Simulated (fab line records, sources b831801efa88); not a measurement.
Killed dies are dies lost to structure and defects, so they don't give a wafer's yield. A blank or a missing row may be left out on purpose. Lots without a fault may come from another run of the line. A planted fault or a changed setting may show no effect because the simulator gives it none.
Chamber matching | flow gf180mcu | GF_CONTACT_CMP_27 on cmp-02: 3 sister chambers
The step polishes, stops on SiO2, t overpolish 15 s, target thk 0 nm. 14 wafers are shown with their chamber, then 5 later ones without.

WAFERS WITH THEIR CHAMBER
wafer  | chamber | motor_current_A (A) | time_to_endpoint_s (s) | overpolish_run_s (s)
L977.1 | 1       | 11.5                | 73.5                   | 14.995
L977.4 | 3       | 10.7                | 71.2                   | 15.001
L977.6 | 3       | 10.6                | 74.9                   | 15.007
L978.2 | 3       | 10.7                | 75.3                   | 15.003
L978.4 | 1       | 10.9                | 70.5                   | 14.998
L978.5 | 1       | 10.5                | 72.2                   | 14.994
L979.4 | 1       | 10.7                | 69.6                   | 14.984
L979.5 | 3       | 10.9                | 69.3                   | 14.986
L979.6 | 2       | 12.7                | 69.3                   | 14.998
L982.1 | 2       | 12.2                | 70.6                   | 14.994
L982.4 | 1       | 10.0                | 67.9                   | 14.991
L982.6 | 3       | 11.1                | 68.5                   | 15.004
L983.4 | 1       | 10.6                | 71.8                   | 15.010
L983.5 | 1       | 10.2                | 70.2                   | 15.013

SIGNATURES (means of the wafers above)
reading            | chamber 1 | chamber 2 | chamber 3 | scatter within a chamber
motor_current_A    | 10.629    | 12.450    | 10.800    | 0.395
time_to_endpoint_s | 70.814    | 69.950    | 71.840    | 2.35
overpolish_run_s   | 14.99786  | 14.99600  | 15.00020  | 0.00913
Rule: a wafer's distance from a chamber is the root of the sum, over the readings, of the square of ((its reading less the chamber's mean) divided by the reading's scatter). The wafer belongs to the nearest chamber; if the next one is less than 2 further off, it can't be placed. The scatter: the root of (the sum of the squares of (reading less its chamber's mean) over the shown wafers, divided by (wafers less chambers)).

WAFERS WITHOUT THEIR CHAMBER
wafer  | motor_current_A (A) | time_to_endpoint_s (s) | overpolish_run_s (s)
L987.2 | 10.3                | 67.5                   | 14.990
L987.3 | 12.9                | 69.9                   | 14.996
L988.2 | 10.5                | 69.6                   | 14.997
L988.4 | 10.7                | 68.2                   | 15.002
L988.6 | 13.0                | 73.7                   | 14.995

WHICH CHAMBER EACH WENT THROUGH
wafer  | from the rows above     | in truth
L987.2 | can't be placed: 1 or 3 | 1
L987.3 | 2                       | 2
L988.2 | can't be placed: 1 or 3 | 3
L988.4 | can't be placed: 1 or 3 | 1
L988.6 | 2                       | 2
Placed correctly: 2 of 5. Can't be placed from these rows: 3 (the true chamber is among the candidates in 3). Placed wrongly: 0.
